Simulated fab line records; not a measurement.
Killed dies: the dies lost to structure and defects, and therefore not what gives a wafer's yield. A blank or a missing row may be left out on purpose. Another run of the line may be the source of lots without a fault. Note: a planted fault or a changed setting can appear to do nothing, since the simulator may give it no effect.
fab line records || flow sky130
record {"lots": 14, "wafers": 42, "last_day": 50}
route steps=708 shown LDD_HVN@274 SPACER@305 SD_P@325
lots untouched by any fault: they come from a run of this same line in which no faults occurred
start_h: the number of hours between the record's first day and the start of the first shown wafer of the lot || wait_h: hours elapsed since this lot's preceding step || " same as the row above || L1.1+2: a single row standing in for several wafers || - no value present, or no start provided || * or withheld: withheld || < > ~ a bound
route shown NAME@n: NAME is a module with steps in the file, n the number in the route of the first one || usual: mean and standard deviation over wafers with no fault || same: alike in all rows || chamber/n: place in a boat || sites: per-site readings || _std_site: how widely they spread, as a standard deviation || _edge_site: the outer-site mean with the inner-site mean subtracted || radius_mm: how far each site lies from the wafer's centre || mask NAME#n: copy n || behind: the tool/chamber that last shaped the wafer || hold: what put the lot on hold/how long, in hours/how the hold closed || device: the n, p or np transistor that did not switch || end of line: tests run on the same wafers once the route is complete || step lacking rows: just its recipe || killed: dies that structure and defects cost at the first sort, which is not the same as the wafer's yield || map: a wafer's dies, marking killed ones x, the rest . and places with no die _
set.NAME: the run value of the setting; set.NAME@STEP: its run value at that earlier step || model.NAME: the simulator's own value behind a step, which no gauge read
route steps across a sampled set of lots; one table per step, one row per wafer
services: when a tool's chamber went out of use (start_h, in hours from the record's first day, below 0 if earlier), for how many hours, and the reason
## steps
# step SKY_LDD_HVN_OVL_MEAS_07
# usual {"LDD_HVN_OVL": "0.0/1.4"}
{"lot.wafer": "L586.2", "tool": "overlay-01", "chamber": "-", "start_h": 463.08, "wait_h": 0.1, "LDD_HVN_OVL[nm]": 1.8}
{"lot.wafer": "L586.4", "tool": "overlay-01", "chamber": "-", "start_h": 463.08, "wait_h": 0.1, "LDD_HVN_OVL[nm]": 1.6}
{"lot.wafer": "L586.6", "tool": "overlay-01", "chamber": "-", "start_h": 463.08, "wait_h": 0.1, "LDD_HVN_OVL[nm]": 1.9}
{"lot.wafer": "L587.2", "tool": "overlay-02", "chamber": "-", "start_h": 472.25, "wait_h": 0.1, "LDD_HVN_OVL[nm]": 0.4}
{"lot.wafer": "L587.4", "tool": "overlay-02", "chamber": "-", "start_h": 472.25, "wait_h": 0.1, "LDD_HVN_OVL[nm]": -0.4}
{"lot.wafer": "L587.6", "tool": "overlay-02", "chamber": "-", "start_h": 472.25, "wait_h": 0.1, "LDD_HVN_OVL[nm]": -0.2}
{"lot.wafer": "L588.2", "tool": "overlay-02", "chamber": "-", "start_h": 478.60, "wait_h": 0.1, "LDD_HVN_OVL[nm]": 1.0}
{"lot.wafer": "L588.3", "tool": "overlay-02", "chamber": "-", "start_h": 478.60, "wait_h": 0.1, "LDD_HVN_OVL[nm]": 1.1}
{"lot.wafer": "L588.5", "tool": "overlay-02", "chamber": "-", "start_h": 478.60, "wait_h": 0.1, "LDD_HVN_OVL[nm]": 0.8}
{"lot.wafer": "L590.1", "tool": "overlay-01", "chamber": "-", "start_h": 499.79, "wait_h": 0.1, "LDD_HVN_OVL[nm]": 0.2}
{"lot.wafer": "L590.4", "tool": "overlay-01", "chamber": "-", "start_h": 499.79, "wait_h": 0.1, "LDD_HVN_OVL[nm]": -0.1}
{"lot.wafer": "L590.6", "tool": "overlay-01", "chamber": "-", "start_h": 499.79, "wait_h": 0.1, "LDD_HVN_OVL[nm]": -0.1}
{"lot.wafer": "L593.3", "tool": "overlay-02", "chamber": "-", "start_h": 527.40, "wait_h": 0.1, "LDD_HVN_OVL[nm]": -0.2}
{"lot.wafer": "L593.5", "tool": "overlay-02", "chamber": "-", "start_h": 527.40, "wait_h": 0.1, "LDD_HVN_OVL[nm]": -0.7}
{"lot.wafer": "L593.6", "tool": "overlay-02", "chamber": "-", "start_h": 527.40, "wait_h": 0.1, "LDD_HVN_OVL[nm]": 0.0}
{"lot.wafer": "L594.1", "tool": "overlay-02", "chamber": "-", "start_h": 536.62, "wait_h": 0.1, "LDD_HVN_OVL[nm]": 0.5}
{"lot.wafer": "L594.2", "tool": "overlay-02", "chamber": "-", "start_h": 536.62, "wait_h": 0.1, "LDD_HVN_OVL[nm]": -1.8}
{"lot.wafer": "L594.4", "tool": "overlay-02", "chamber": "-", "start_h": 536.62, "wait_h": 0.1, "LDD_HVN_OVL[nm]": -0.1}
{"lot.wafer": "L595.2", "tool": "overlay-02", "chamber": "-", "start_h": 544.43, "wait_h": 0.1, "LDD_HVN_OVL[nm]": -1.4}
{"lot.wafer": "L595.4", "tool": "overlay-02", "chamber": "-", "start_h": 544.43, "wait_h": 0.1, "LDD_HVN_OVL[nm]": 0.8}
{"lot.wafer": "L595.5", "tool": "overlay-02", "chamber": "-", "start_h": 544.43, "wait_h": 0.1, "LDD_HVN_OVL[nm]": 0.8}
{"lot.wafer": "L598.1", "tool": "overlay-01", "chamber": "-", "start_h": 568.74, "wait_h": 0.1, "LDD_HVN_OVL[nm]": 0.8}
{"lot.wafer": "L598.2", "tool": "overlay-01", "chamber": "-", "start_h": 568.74, "wait_h": 0.1, "LDD_HVN_OVL[nm]": 3.0}
{"lot.wafer": "L598.3", "tool": "overlay-01", "chamber": "-", "start_h": 568.74, "wait_h": 0.1, "LDD_HVN_OVL[nm]": 3.1}
{"lot.wafer": "L600.3", "tool": "overlay-02", "chamber": "-", "start_h": 586.79, "wait_h": 0.1, "LDD_HVN_OVL[nm]": -0.8}
{"lot.wafer": "L600.4", "tool": "overlay-02", "chamber": "-", "start_h": 586.79, "wait_h": 0.1, "LDD_HVN_OVL[nm]": -2.4}
{"lot.wafer": "L600.6", "tool": "overlay-02", "chamber": "-", "start_h": 586.79, "wait_h": 0.1, "LDD_HVN_OVL[nm]": -0.6}
{"lot.wafer": "L601.1", "tool": "overlay-02", "chamber": "-", "start_h": 596.84, "wait_h": 0.1, "LDD_HVN_OVL[nm]": -2.4}
{"lot.wafer": "L601.4", "tool": "overlay-02", "chamber": "-", "start_h": 596.84, "wait_h": 0.1, "LDD_HVN_OVL[nm]": -1.1}
{"lot.wafer": "L601.5", "tool": "overlay-02", "chamber": "-", "start_h": 596.84, "wait_h": 0.1, "LDD_HVN_OVL[nm]": -0.8}
{"lot.wafer": "L603.1", "tool": "overlay-02", "chamber": "-", "start_h": 612.49, "wait_h": 0.1, "LDD_HVN_OVL[nm]": 0.4}
{"lot.wafer": "L603.2", "tool": "overlay-02", "chamber": "-", "start_h": 612.49, "wait_h": 0.1, "LDD_HVN_OVL[nm]": -0.6}
{"lot.wafer": "L603.6", "tool": "overlay-02", "chamber": "-", "start_h": 612.49, "wait_h": 0.1, "LDD_HVN_OVL[nm]": -0.6}
{"lot.wafer": "L605.1", "tool": "overlay-01", "chamber": "-", "start_h": 633.79, "wait_h": 0.1, "LDD_HVN_OVL[nm]": -0.2}
{"lot.wafer": "L605.2", "tool": "overlay-01", "chamber": "-", "start_h": 633.79, "wait_h": 0.1, "LDD_HVN_OVL[nm]": 1.3}
{"lot.wafer": "L605.4", "tool": "overlay-01", "chamber": "-", "start_h": 633.79, "wait_h": 0.1, "LDD_HVN_OVL[nm]": -1.0}
{"lot.wafer": "L606.2", "tool": "overlay-01", "chamber": "-", "start_h": 637.60, "wait_h": 0.1, "LDD_HVN_OVL[nm]": 1.4}
{"lot.wafer": "L606.5", "tool": "overlay-01", "chamber": "-", "start_h": 637.60, "wait_h": 0.1, "LDD_HVN_OVL[nm]": 1.0}
{"lot.wafer": "L606.6", "tool": "overlay-01", "chamber": "-", "start_h": 637.60, "wait_h": 0.1, "LDD_HVN_OVL[nm]": 2.4}
{"lot.wafer": "L607.3", "tool": "overlay-02", "chamber": "-", "start_h": 649.65, "wait_h": 0.1, "LDD_HVN_OVL[nm]": 0.2}
{"lot.wafer": "L607.4", "tool": "overlay-02", "chamber": "-", "start_h": 649.65, "wait_h": 0.1, "LDD_HVN_OVL[nm]": -0.7}
{"lot.wafer": "L607.5", "tool": "overlay-02", "chamber": "-", "start_h": 649.65, "wait_h": 0.1, "LDD_HVN_OVL[nm]": -0.8}
# step SKY_SPACER_THK_MEAS_01
# recipe {"reads": "Si3N4_of_SPACER_CVD_00"}
# usual {"SPACER_CVD_00_THK": "43.1/0.4"}
{"lot.wafer": "L586.2", "tool": "film_metro-01", "chamber": "-", "start_h": 528.80, "wait_h": 0.0, "SPACER_CVD_00_THK[nm]": 43.8}
{"lot.wafer": "L586.4", "tool": "film_metro-01", "chamber": "-", "start_h": 528.80, "wait_h": 0.0, "SPACER_CVD_00_THK[nm]": 43.3}
{"lot.wafer": "L586.6", "tool": "film_metro-01", "chamber": "-", "start_h": 528.80, "wait_h": 0.0, "SPACER_CVD_00_THK[nm]": 43.6}
{"lot.wafer": "L587.2", "tool": "film_metro-01", "chamber": "-", "start_h": 537.83, "wait_h": 0.0, "SPACER_CVD_00_THK[nm]": 43.6}
{"lot.wafer": "L587.4", "tool": "film_metro-01", "chamber": "-", "start_h": 537.83, "wait_h": 0.0, "SPACER_CVD_00_THK[nm]": 43.3}
{"lot.wafer": "L587.6", "tool": "film_metro-01", "chamber": "-", "start_h": 537.83, "wait_h": 0.0, "SPACER_CVD_00_THK[nm]": 43.7}
{"lot.wafer": "L588.2", "tool": "film_metro-01", "chamber": "-", "start_h": 541.49, "wait_h": 0.0, "SPACER_CVD_00_THK[nm]": 43.5}
{"lot.wafer": "L588.3", "tool": "film_metro-01", "chamber": "-", "start_h": 541.49, "wait_h": 0.0, "SPACER_CVD_00_THK[nm]": 43.6}
{"lot.wafer": "L588.5", "tool": "film_metro-01", "chamber": "-", "start_h": 541.49, "wait_h": 0.0, "SPACER_CVD_00_THK[nm]": 43.6}
{"lot.wafer": "L590.1", "tool": "film_metro-01", "chamber": "-", "start_h": 562.39, "wait_h": 0.0, "SPACER_CVD_00_THK[nm]": 42.9}
{"lot.wafer": "L590.4", "tool": "film_metro-01", "chamber": "-", "start_h": 562.39, "wait_h": 0.0, "SPACER_CVD_00_THK[nm]": 42.9}
{"lot.wafer": "L590.6", "tool": "film_metro-01", "chamber": "-", "start_h": 562.39, "wait_h": 0.0, "SPACER_CVD_00_THK[nm]": 42.8}
{"lot.wafer": "L593.3", "tool": "film_metro-02", "chamber": "-", "start_h": 590.01, "wait_h": 0.0, "SPACER_CVD_00_THK[nm]": 42.4}
{"lot.wafer": "L593.5", "tool": "film_metro-02", "chamber": "-", "start_h": 590.01, "wait_h": 0.0, "SPACER_CVD_00_THK[nm]": 43.0}
{"lot.wafer": "L593.6", "tool": "film_metro-02", "chamber": "-", "start_h": 590.01, "wait_h": 0.0, "SPACER_CVD_00_THK[nm]": 43.2}
{"lot.wafer": "L594.1", "tool": "film_metro-04", "chamber": "-", "start_h": 598.74, "wait_h": 0.0, "SPACER_CVD_00_THK[nm]": 42.9}
{"lot.wafer": "L594.2", "tool": "film_metro-04", "chamber": "-", "start_h": 598.74, "wait_h": 0.0, "SPACER_CVD_00_THK[nm]": 43.3}
{"lot.wafer": "L594.4", "tool": "film_metro-04", "chamber": "-", "start_h": 598.74, "wait_h": 0.0, "SPACER_CVD_00_THK[nm]": 42.8}
{"lot.wafer": "L595.2", "tool": "film_metro-04", "chamber": "-", "start_h": 607.19, "wait_h": 0.0, "SPACER_CVD_00_THK[nm]": 42.9}
{"lot.wafer": "L595.4", "tool": "film_metro-04", "chamber": "-", "start_h": 607.19, "wait_h": 0.0, "SPACER_CVD_00_THK[nm]": 42.8}
{"lot.wafer": "L595.5", "tool": "film_metro-04", "chamber": "-", "start_h": 607.19, "wait_h": 0.0, "SPACER_CVD_00_THK[nm]": 43.0}
{"lot.wafer": "L598.1", "tool": "film_metro-01", "chamber": "-", "start_h": 630.22, "wait_h": 0.0, "SPACER_CVD_00_THK[nm]": 42.7}
{"lot.wafer": "L598.2", "tool": "film_metro-01", "chamber": "-", "start_h": 630.22, "wait_h": 0.0, "SPACER_CVD_00_THK[nm]": 42.8}
{"lot.wafer": "L598.3", "tool": "film_metro-01", "chamber": "-", "start_h": 630.22, "wait_h": 0.0, "SPACER_CVD_00_THK[nm]": 42.6}
{"lot.wafer": "L600.3", "tool": "film_metro-04", "chamber": "-", "start_h": 647.93, "wait_h": 0.0, "SPACER_CVD_00_THK[nm]": 42.8}
{"lot.wafer": "L600.4", "tool": "film_metro-04", "chamber": "-", "start_h": 647.93, "wait_h": 0.0, "SPACER_CVD_00_THK[nm]": 42.5}
{"lot.wafer": "L600.6", "tool": "film_metro-04", "chamber": "-", "start_h": 647.93, "wait_h": 0.0, "SPACER_CVD_00_THK[nm]": 42.5}
{"lot.wafer": "L601.1", "tool": "film_metro-04", "chamber": "-", "start_h": 657.05, "wait_h": 0.0, "SPACER_CVD_00_THK[nm]": 42.9}
{"lot.wafer": "L601.4", "tool": "film_metro-04", "chamber": "-", "start_h": 657.05, "wait_h": 0.0, "SPACER_CVD_00_THK[nm]": 42.8}
{"lot.wafer": "L601.5", "tool": "film_metro-04", "chamber": "-", "start_h": 657.05, "wait_h": 0.0, "SPACER_CVD_00_THK[nm]": 42.9}
{"lot.wafer": "L603.1", "tool": "film_metro-04", "chamber": "-", "start_h": 672.70, "wait_h": 0.0, "SPACER_CVD_00_THK[nm]": 43.3}
{"lot.wafer": "L603.2", "tool": "film_metro-04", "chamber": "-", "start_h": 672.70, "wait_h": 0.0, "SPACER_CVD_00_THK[nm]": 43.7}
{"lot.wafer": "L603.6", "tool": "film_metro-04", "chamber": "-", "start_h": 672.70, "wait_h": 0.0, "SPACER_CVD_00_THK[nm]": 43.6}
{"lot.wafer": "L605.1", "tool": "film_metro-02", "chamber": "-", "start_h": 692.52, "wait_h": 0.0, "SPACER_CVD_00_THK[nm]": 42.9}
{"lot.wafer": "L605.2", "tool": "film_metro-02", "chamber": "-", "start_h": 692.52, "wait_h": 0.0, "SPACER_CVD_00_THK[nm]": 43.0}
{"lot.wafer": "L605.4", "tool": "film_metro-02", "chamber": "-", "start_h": 692.52, "wait_h": 0.0, "SPACER_CVD_00_THK[nm]": 42.9}
{"lot.wafer": "L606.2", "tool": "film_metro-04", "chamber": "-", "start_h": 699.23, "wait_h": 0.0, "SPACER_CVD_00_THK[nm]": 43.4}
{"lot.wafer": "L606.5", "tool": "film_metro-04", "chamber": "-", "start_h": 699.23, "wait_h": 0.0, "SPACER_CVD_00_THK[nm]": 43.1}
{"lot.wafer": "L606.6", "tool": "film_metro-04", "chamber": "-", "start_h": 699.23, "wait_h": 0.0, "SPACER_CVD_00_THK[nm]": 43.2}
{"lot.wafer": "L607.3", "tool": "film_metro-01", "chamber": "-", "start_h": 710.11, "wait_h": 0.0, "SPACER_CVD_00_THK[nm]": 42.8}
{"lot.wafer": "L607.4", "tool": "film_metro-01", "chamber": "-", "start_h": 710.11, "wait_h": 0.0, "SPACER_CVD_00_THK[nm]": 42.9}
{"lot.wafer": "L607.5", "tool": "film_metro-01", "chamber": "-", "start_h": 710.11, "wait_h": 0.0, "SPACER_CVD_00_THK[nm]": 42.6}
# step SKY_SD_P_PEB_05
# recipe {"temp_c": "withheld", "time_s": "*", "resist": "NOVOLAK"}
# usual {"chill_plate_temp_C": "*", "exhaust_pa": "45.0/0.94"}
{"lot.wafer": "L586.2", "tool": "litho_track-03", "chamber": 0, "start_h": 588.75, "wait_h": "-", "chill_plate_temp_C": "*", "exhaust_pa": 45.6}
{"lot.wafer": "L586.4", "tool": "litho_track-03", "chamber": 0, "start_h": 588.75, "wait_h": "-", "chill_plate_temp_C": "*", "exhaust_pa": 44.1}
{"lot.wafer": "L586.6", "tool": "litho_track-03", "chamber": 0, "start_h": 588.75, "wait_h": "-", "chill_plate_temp_C": "*", "exhaust_pa": 45.3}
{"lot.wafer": "L587.2", "tool": "litho_track-04", "chamber": 0, "start_h": 597.81, "wait_h": "-", "chill_plate_temp_C": "*", "exhaust_pa": 43.7}
{"lot.wafer": "L587.4", "tool": "litho_track-04", "chamber": 0, "start_h": 597.81, "wait_h": "-", "chill_plate_temp_C": "*", "exhaust_pa": 44.8}
{"lot.wafer": "L587.6", "tool": "litho_track-04", "chamber": 0, "start_h": 597.81, "wait_h": "-", "chill_plate_temp_C": "*", "exhaust_pa": 44.5}
{"lot.wafer": "L588.2", "tool": "litho_track-01", "chamber": 0, "start_h": 600.37, "wait_h": "-", "chill_plate_temp_C": "*", "exhaust_pa": 45.1}
{"lot.wafer": "L588.3", "tool": "litho_track-01", "chamber": 0, "start_h": 600.37, "wait_h": "-", "chill_plate_temp_C": "*", "exhaust_pa": 45.4}
{"lot.wafer": "L588.5", "tool": "litho_track-01", "chamber": 0, "start_h": 600.37, "wait_h": "-", "chill_plate_temp_C": "*", "exhaust_pa": 45.2}
{"lot.wafer": "L590.1", "tool": "litho_track-04", "chamber": 0, "start_h": 620.54, "wait_h": "-", "chill_plate_temp_C": "*", "exhaust_pa": 45.7}
{"lot.wafer": "L590.4", "tool": "litho_track-04", "chamber": 0, "start_h": 620.54, "wait_h": "-", "chill_plate_temp_C": "*", "exhaust_pa": 45.7}
{"lot.wafer": "L590.6", "tool": "litho_track-04", "chamber": 0, "start_h": 620.54, "wait_h": "-", "chill_plate_temp_C": "*", "exhaust_pa": 45.7}
{"lot.wafer": "L593.3", "tool": "litho_track-04", "chamber": 0, "start_h": 648.29, "wait_h": "-", "chill_plate_temp_C": "*", "exhaust_pa": 43.2}
{"lot.wafer": "L593.5", "tool": "litho_track-04", "chamber": 0, "start_h": 648.29, "wait_h": "-", "chill_plate_temp_C": "*", "exhaust_pa": 44.3}
{"lot.wafer": "L593.6", "tool": "litho_track-04", "chamber": 0, "start_h": 648.29, "wait_h": "-", "chill_plate_temp_C": "*", "exhaust_pa": 43.1}
{"lot.wafer": "L594.1", "tool": "litho_track-03", "chamber": 0, "start_h": 656.47, "wait_h": "-", "chill_plate_temp_C": "*", "exhaust_pa": 44.0}
{"lot.wafer": "L594.2", "tool": "litho_track-03", "chamber": 0, "start_h": 656.47, "wait_h": "-", "chill_plate_temp_C": "*", "exhaust_pa": 44.7}
{"lot.wafer": "L594.4", "tool": "litho_track-03", "chamber": 0, "start_h": 656.47, "wait_h": "-", "chill_plate_temp_C": "*", "exhaust_pa": 45.5}
{"lot.wafer": "L595.2", "tool": "litho_track-03", "chamber": 0, "start_h": 665.35, "wait_h": "-", "chill_plate_temp_C": "*", "exhaust_pa": 45.9}
{"lot.wafer": "L595.4", "tool": "litho_track-03", "chamber": 0, "start_h": 665.35, "wait_h": "-", "chill_plate_temp_C": "*", "exhaust_pa": 44.2}
{"lot.wafer": "L595.5", "tool": "litho_track-03", "chamber": 0, "start_h": 665.35, "wait_h": "-", "chill_plate_temp_C": "*", "exhaust_pa": 42.2}
{"lot.wafer": "L598.1", "tool": "litho_track-04", "chamber": 0, "start_h": 686.24, "wait_h": "-", "chill_plate_temp_C": "*", "exhaust_pa": 44.9}
{"lot.wafer": "L598.2", "tool": "litho_track-04", "chamber": 0, "start_h": 686.24, "wait_h": "-", "chill_plate_temp_C": "*", "exhaust_pa": 46.2}
{"lot.wafer": "L598.3", "tool": "litho_track-04", "chamber": 0, "start_h": 686.24, "wait_h": "-", "chill_plate_temp_C": "*", "exhaust_pa": 44.4}
{"lot.wafer": "L600.3", "tool": "litho_track-03", "chamber": "-", "start_h": 703.92, "wait_h": "-", "chill_plate_temp_C": "-", "exhaust_pa": "-"}
{"lot.wafer": "L600.4", "tool": "litho_track-03", "chamber": "-", "start_h": 703.92, "wait_h": "-", "chill_plate_temp_C": "-", "exhaust_pa": "-"}
{"lot.wafer": "L600.6", "tool": "litho_track-03", "chamber": "-", "start_h": 703.92, "wait_h": "-", "chill_plate_temp_C": "-", "exhaust_pa": "-"}
{"lot.wafer": "L601.1", "tool": "litho_track-01", "chamber": "-", "start_h": 711.84, "wait_h": "-", "chill_plate_temp_C": "-", "exhaust_pa": "-"}
{"lot.wafer": "L601.4", "tool": "litho_track-01", "chamber": "-", "start_h": 711.84, "wait_h": "-", "chill_plate_temp_C": "-", "exhaust_pa": "-"}
{"lot.wafer": "L601.5", "tool": "litho_track-01", "chamber": "-", "start_h": 711.84, "wait_h": "-", "chill_plate_temp_C": "-", "exhaust_pa": "-"}
{"lot.wafer": "L603.1", "tool": "litho_track-01", "chamber": 0, "start_h": 729.09, "wait_h": "-", "chill_plate_temp_C": "*", "exhaust_pa": 45.6}
{"lot.wafer": "L603.2", "tool": "litho_track-01", "chamber": 0, "start_h": 729.09, "wait_h": "-", "chill_plate_temp_C": "*", "exhaust_pa": 43.9}
{"lot.wafer": "L603.6", "tool": "litho_track-01", "chamber": 0, "start_h": 729.09, "wait_h": "-", "chill_plate_temp_C": "*", "exhaust_pa": 45.6}
{"lot.wafer": "L605.1", "tool": "litho_track-04", "chamber": 0, "start_h": 747.44, "wait_h": "-", "chill_plate_temp_C": "*", "exhaust_pa": 44.7}
{"lot.wafer": "L605.2", "tool": "litho_track-04", "chamber": 0, "start_h": 747.44, "wait_h": "-", "chill_plate_temp_C": "*", "exhaust_pa": 44.4}
{"lot.wafer": "L605.4", "tool": "litho_track-04", "chamber": 0, "start_h": 747.44, "wait_h": "-", "chill_plate_temp_C": "*", "exhaust_pa": 44.2}
{"lot.wafer": "L606.2", "tool": "litho_track-03", "chamber": 0, "start_h": 754.20, "wait_h": "-", "chill_plate_temp_C": "*", "exhaust_pa": 45.6}
{"lot.wafer": "L606.5", "tool": "litho_track-03", "chamber": 0, "start_h": 754.20, "wait_h": "-", "chill_plate_temp_C": "*", "exhaust_pa": 45.8}
{"lot.wafer": "L606.6", "tool": "litho_track-03", "chamber": 0, "start_h": 754.20, "wait_h": "-", "chill_plate_temp_C": "*", "exhaust_pa": 46.2}
{"lot.wafer": "L607.3", "tool": "litho_track-03", "chamber": 0, "start_h": 764.82, "wait_h": "-", "chill_plate_temp_C": "*", "exhaust_pa": 44.6}
{"lot.wafer": "L607.4", "tool": "litho_track-03", "chamber": 0, "start_h": 764.82, "wait_h": "-", "chill_plate_temp_C": "*", "exhaust_pa": 43.9}
{"lot.wafer": "L607.5", "tool": "litho_track-03", "chamber": 0, "start_h": 764.82, "wait_h": "-", "chill_plate_temp_C": "*", "exhaust_pa": 44.6}
# step SKY_SD_P_TW_MEAS_11
# usual {"SD_P_TW": "2850/18"}
{"lot.wafer": "L586.2", "tool": "film_metro-04", "chamber": "-", "start_h": 589.44, "wait_h": 0.1, "SD_P_TW": 2859}
{"lot.wafer": "L586.4", "tool": "film_metro-04", "chamber": "-", "start_h": 589.44, "wait_h": 0.1, "SD_P_TW": 2831}
{"lot.wafer": "L586.6", "tool": "film_metro-04", "chamber": "-", "start_h": 589.44, "wait_h": 0.1, "SD_P_TW": 2841}
{"lot.wafer": "L587.2", "tool": "film_metro-04", "chamber": "-", "start_h": 598.50, "wait_h": 0.1, "SD_P_TW": 2841}
{"lot.wafer": "L587.4", "tool": "film_metro-04", "chamber": "-", "start_h": 598.50, "wait_h": 0.1, "SD_P_TW": 2852}
{"lot.wafer": "L587.6", "tool": "film_metro-04", "chamber": "-", "start_h": 598.50, "wait_h": 0.1, "SD_P_TW": 2834}
{"lot.wafer": "L588.2", "tool": "film_metro-02", "chamber": "-", "start_h": 601.06, "wait_h": 0.1, "SD_P_TW": 2855}
{"lot.wafer": "L588.3", "tool": "film_metro-02", "chamber": "-", "start_h": 601.06, "wait_h": 0.1, "SD_P_TW": 2866}
{"lot.wafer": "L588.5", "tool": "film_metro-02", "chamber": "-", "start_h": 601.06, "wait_h": 0.1, "SD_P_TW": 2874}
{"lot.wafer": "L590.1", "tool": "film_metro-03", "chamber": "-", "start_h": 621.24, "wait_h": 0.1, "SD_P_TW": 2847}
{"lot.wafer": "L590.4", "tool": "film_metro-03", "chamber": "-", "start_h": 621.24, "wait_h": 0.1, "SD_P_TW": 2849}
{"lot.wafer": "L590.6", "tool": "film_metro-03", "chamber": "-", "start_h": 621.24, "wait_h": 0.1, "SD_P_TW": 2855}
{"lot.wafer": "L593.3", "tool": "film_metro-02", "chamber": "-", "start_h": 648.96, "wait_h": 0.1, "SD_P_TW": 2871}
{"lot.wafer": "L593.5", "tool": "film_metro-02", "chamber": "-", "start_h": 648.96, "wait_h": 0.1, "SD_P_TW": 2868}
{"lot.wafer": "L593.6", "tool": "film_metro-02", "chamber": "-", "start_h": 648.96, "wait_h": 0.1, "SD_P_TW": 2875}
{"lot.wafer": "L594.1", "tool": "film_metro-04", "chamber": "-", "start_h": 657.18, "wait_h": 0.1, "SD_P_TW": 2834}
{"lot.wafer": "L594.2", "tool": "film_metro-04", "chamber": "-", "start_h": 657.18, "wait_h": 0.1, "SD_P_TW": 2828}
{"lot.wafer": "L594.4", "tool": "film_metro-04", "chamber": "-", "start_h": 657.18, "wait_h": 0.1, "SD_P_TW": 2835}
{"lot.wafer": "L595.2", "tool": "film_metro-03", "chamber": "-", "start_h": 666.04, "wait_h": 0.1, "SD_P_TW": 2844}
{"lot.wafer": "L595.4", "tool": "film_metro-03", "chamber": "-", "start_h": 666.04, "wait_h": 0.1, "SD_P_TW": 2825}
{"lot.wafer": "L595.5", "tool": "film_metro-03", "chamber": "-", "start_h": 666.04, "wait_h": 0.1, "SD_P_TW": 2833}
{"lot.wafer": "L598.1", "tool": "film_metro-03", "chamber": "-", "start_h": 686.94, "wait_h": 0.1, "SD_P_TW": 2840}
{"lot.wafer": "L598.2", "tool": "film_metro-03", "chamber": "-", "start_h": 686.94, "wait_h": 0.1, "SD_P_TW": 2843}
{"lot.wafer": "L598.3", "tool": "film_metro-03", "chamber": "-", "start_h": 686.94, "wait_h": 0.1, "SD_P_TW": 2860}
{"lot.wafer": "L600.3", "tool": "film_metro-03", "chamber": "-", "start_h": 704.60, "wait_h": 0.1, "SD_P_TW": 2848}
{"lot.wafer": "L600.4", "tool": "film_metro-03", "chamber": "-", "start_h": 704.60, "wait_h": 0.1, "SD_P_TW": 2858}
{"lot.wafer": "L600.6", "tool": "film_metro-03", "chamber": "-", "start_h": 704.60, "wait_h": 0.1, "SD_P_TW": 2834}
{"lot.wafer": "L601.1", "tool": "film_metro-02", "chamber": "-", "start_h": 712.55, "wait_h": 0.1, "SD_P_TW": 2868}
{"lot.wafer": "L601.4", "tool": "film_metro-02", "chamber": "-", "start_h": 712.55, "wait_h": 0.1, "SD_P_TW": 2879}
{"lot.wafer": "L601.5", "tool": "film_metro-02", "chamber": "-", "start_h": 712.55, "wait_h": 0.1, "SD_P_TW": 2866}
{"lot.wafer": "L603.1", "tool": "film_metro-02", "chamber": "-", "start_h": 729.80, "wait_h": 0.1, "SD_P_TW": 2882}
{"lot.wafer": "L603.2", "tool": "film_metro-02", "chamber": "-", "start_h": 729.80, "wait_h": 0.1, "SD_P_TW": 2880}
{"lot.wafer": "L603.6", "tool": "film_metro-02", "chamber": "-", "start_h": 729.80, "wait_h": 0.1, "SD_P_TW": 2858}
{"lot.wafer": "L605.1", "tool": "film_metro-03", "chamber": "-", "start_h": 748.14, "wait_h": 0.1, "SD_P_TW": 2816}
{"lot.wafer": "L605.2", "tool": "film_metro-03", "chamber": "-", "start_h": 748.14, "wait_h": 0.1, "SD_P_TW": 2827}
{"lot.wafer": "L605.4", "tool": "film_metro-03", "chamber": "-", "start_h": 748.14, "wait_h": 0.1, "SD_P_TW": 2828}
{"lot.wafer": "L606.2", "tool": "film_metro-02", "chamber": "-", "start_h": 754.89, "wait_h": 0.1, "SD_P_TW": 2876}
{"lot.wafer": "L606.5", "tool": "film_metro-02", "chamber": "-", "start_h": 754.89, "wait_h": 0.1, "SD_P_TW": 2870}
{"lot.wafer": "L606.6", "tool": "film_metro-02", "chamber": "-", "start_h": 754.89, "wait_h": 0.1, "SD_P_TW": 2877}
{"lot.wafer": "L607.3", "tool": "film_metro-03", "chamber": "-", "start_h": 765.50, "wait_h": 0.1, "SD_P_TW": 2843}
{"lot.wafer": "L607.4", "tool": "film_metro-03", "chamber": "-", "start_h": 765.50, "wait_h": 0.1, "SD_P_TW": 2836}
{"lot.wafer": "L607.5", "tool": "film_metro-03", "chamber": "-", "start_h": 765.50, "wait_h": 0.1, "SD_P_TW": 2834}
## services
{"tool": "litho_track-04", "chamber": "-", "start_h": 687.68, "hours": "-", "kind": "consumable_replace:filter"}
## key
first_sign {"step": "SKY_SD_P_PEB_05", "reading": "tool_record", "direction": "missing"}
effect none on later readings
met_at SKY_SD_P_PEB_05
struck_lots L600,L601
sort_left_out L600.3,L600.4,L600.6,L601.1,L601.4,L601.5
tester_left_out L600,L601
not_acting_at SKY_LDD_HVN_OVL_MEAS_07,SKY_SPACER_THK_MEAS_01,SKY_SD_P_TW_MEAS_11
onset_between 665.35 703.92
fault {"kind": "skipped_step_whole", "tool": "litho_track-01,litho_track-03", "chamber": "-", "onset_h": 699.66, "steps": "SKY_SD_P_PEB_05", "scope": "struck_lots_only"}
# tester_left_out: of these lots the tester's yield and bins aren't shown, on N5 and GAA mostly nor the transistor test; their killed dies are dies lost to structure and defects alone, not to doping, threshold or leakage, so they don't give the yield
# sort_left_out: the simulated sort isn't trusted on such a fault, so these wafers' sort isn't shown, and their yield isn't known
